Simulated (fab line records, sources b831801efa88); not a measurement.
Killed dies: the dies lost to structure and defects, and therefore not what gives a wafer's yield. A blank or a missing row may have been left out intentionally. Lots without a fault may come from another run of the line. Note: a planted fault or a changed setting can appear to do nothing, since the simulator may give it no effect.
Chamber matching || flow gf180mcu || GF_V3_CMP_04 on cmp-01 has 4 sister chambers
The step polishes SiO2. 20 wafers are shown with their chamber, then 10 later ones without.

WAFERS WITH THEIR CHAMBER
{"wafer": "L075.3", "chamber": 3, "motor current A (A)": 11.7, "retaining ring pressure frac": 1.001, "time to endpoint s (s)": 73}
{"wafer": "L075.5", "chamber": 1, "motor current A (A)": 11.7, "retaining ring pressure frac": 0.996, "time to endpoint s (s)": 79}
{"wafer": "L075.6", "chamber": 0, "motor current A (A)": 11.8, "retaining ring pressure frac": 0.999, "time to endpoint s (s)": 77}
{"wafer": "L076.1", "chamber": 0, "motor current A (A)": 13.2, "retaining ring pressure frac": 1.004, "time to endpoint s (s)": 82}
{"wafer": "L076.4", "chamber": 3, "motor current A (A)": 11.7, "retaining ring pressure frac": 0.996, "time to endpoint s (s)": 82}
{"wafer": "L076.5", "chamber": 0, "motor current A (A)": 12.3, "retaining ring pressure frac": 1.002, "time to endpoint s (s)": 85}
{"wafer": "L081.1", "chamber": 3, "motor current A (A)": 11.8, "retaining ring pressure frac": 1.002, "time to endpoint s (s)": 76}
{"wafer": "L081.3", "chamber": 0, "motor current A (A)": 12.4, "retaining ring pressure frac": 0.998, "time to endpoint s (s)": 78}
{"wafer": "L081.5", "chamber": 0, "motor current A (A)": 12.9, "retaining ring pressure frac": 1.002, "time to endpoint s (s)": 80}
{"wafer": "L082.1", "chamber": 2, "motor current A (A)": 14.0, "retaining ring pressure frac": 1.004, "time to endpoint s (s)": 78}
{"wafer": "L082.2", "chamber": 1, "motor current A (A)": 11.1, "retaining ring pressure frac": 1.007, "time to endpoint s (s)": 79}
{"wafer": "L082.3", "chamber": 3, "motor current A (A)": 12.0, "retaining ring pressure frac": 1.011, "time to endpoint s (s)": 86}
{"wafer": "L085.2", "chamber": 0, "motor current A (A)": 13.0, "retaining ring pressure frac": 0.993, "time to endpoint s (s)": 76}
{"wafer": "L085.3", "chamber": 1, "motor current A (A)": 10.3, "retaining ring pressure frac": 1.004, "time to endpoint s (s)": 77}
{"wafer": "L085.6", "chamber": 2, "motor current A (A)": 13.8, "retaining ring pressure frac": 1.003, "time to endpoint s (s)": 82}
{"wafer": "L086.1", "chamber": 2, "motor current A (A)": 14.5, "retaining ring pressure frac": 1.008, "time to endpoint s (s)": 80}
{"wafer": "L086.3", "chamber": 0, "motor current A (A)": 12.6, "retaining ring pressure frac": 1.004, "time to endpoint s (s)": 79}
{"wafer": "L086.5", "chamber": 1, "motor current A (A)": 10.9, "retaining ring pressure frac": 0.994, "time to endpoint s (s)": 89}
{"wafer": "L090.1", "chamber": 0, "motor current A (A)": 11.9, "retaining ring pressure frac": 1.003, "time to endpoint s (s)": 80}
{"wafer": "L090.2", "chamber": 1, "motor current A (A)": 11.5, "retaining ring pressure frac": 0.996, "time to endpoint s (s)": 80}

SIGNATURES (means of the wafers above)
{"reading": "motor current A", "chamber 0": 12.512, "chamber 1": 11.100, "chamber 2": 14.100, "chamber 3": 11.800, "scatter within a chamber": 0.456}
{"reading": "retaining ring pressure frac", "chamber 0": 1.00062, "chamber 1": 0.99940, "chamber 2": 1.00500, "chamber 3": 1.00250, "scatter within a chamber": 0.00476}
{"reading": "time to endpoint s", "chamber 0": 79.62, "chamber 1": 80.80, "chamber 2": 80.00, "chamber 3": 79.25, "scatter within a chamber": 4.01}
Rule: a wafer's distance from a chamber is the root of the sum, over the readings, of the square of ((its reading less the chamber's mean) divided by the reading's scatter). If the next closest chamber is less than 2 further off than the closest, the wafer can't be placed; otherwise it belongs to the closest. The scatter: take each reading less its chamber's mean, square it, sum over the shown wafers, divide by the number of wafers less the number of chambers, and take the root.

WAFERS WITH NO CHAMBER GIVEN
{"wafer": "L090.3", "motor current A (A)": 12.0, "retaining ring pressure frac": 1.002, "time to endpoint s (s)": 81}
{"wafer": "L092.3", "motor current A (A)": 11.1, "retaining ring pressure frac": 0.997, "time to endpoint s (s)": 84}
{"wafer": "L092.4", "motor current A (A)": 12.0, "retaining ring pressure frac": 1.001, "time to endpoint s (s)": 87}
{"wafer": "L092.6", "motor current A (A)": 11.7, "retaining ring pressure frac": 1.001, "time to endpoint s (s)": 89}
{"wafer": "L093.1", "motor current A (A)": 14.2, "retaining ring pressure frac": 1.003, "time to endpoint s (s)": 85}
{"wafer": "L093.4", "motor current A (A)": 11.8, "retaining ring pressure frac": 0.999, "time to endpoint s (s)": 92}
{"wafer": "L093.5", "motor current A (A)": 11.4, "retaining ring pressure frac": 0.995, "time to endpoint s (s)": 85}
{"wafer": "L095.3", "motor current A (A)": 11.8, "retaining ring pressure frac": 0.993, "time to endpoint s (s)": 79}
{"wafer": "L095.5", "motor current A (A)": 12.3, "retaining ring pressure frac": 1.008, "time to endpoint s (s)": 81}
{"wafer": "L095.6", "motor current A (A)": 11.6, "retaining ring pressure frac": 0.997, "time to endpoint s (s)": 86}

THE CHAMBER EACH PASSED THROUGH
{"wafer": "L090.3", "from the rows above": "can't be placed: 3 or 0 or 1", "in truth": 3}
{"wafer": "L092.3", "from the rows above": "can't be placed: 1 or 3", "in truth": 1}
{"wafer": "L092.4", "from the rows above": "can't be placed: 3 or 0 or 1", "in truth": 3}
{"wafer": "L092.6", "from the rows above": "can't be placed: 1 or 3 or 0", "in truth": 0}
{"wafer": "L093.1", "from the rows above": 2, "in truth": 2}
{"wafer": "L093.4", "from the rows above": "can't be placed: 1 or 3 or 0", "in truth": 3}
{"wafer": "L093.5", "from the rows above": "can't be placed: 1 or 3 or 0", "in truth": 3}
{"wafer": "L095.3", "from the rows above": "can't be placed: 3 or 1 or 0", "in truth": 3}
{"wafer": "L095.5", "from the rows above": "can't be placed: 3 or 0 or 1", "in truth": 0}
{"wafer": "L095.6", "from the rows above": "can't be placed: 1 or 3 or 0", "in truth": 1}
Correctly placed: 1 of 10. From these rows, 9 cannot be placed; in 9 the true chamber is one of the candidates. Number placed wrongly: 0.
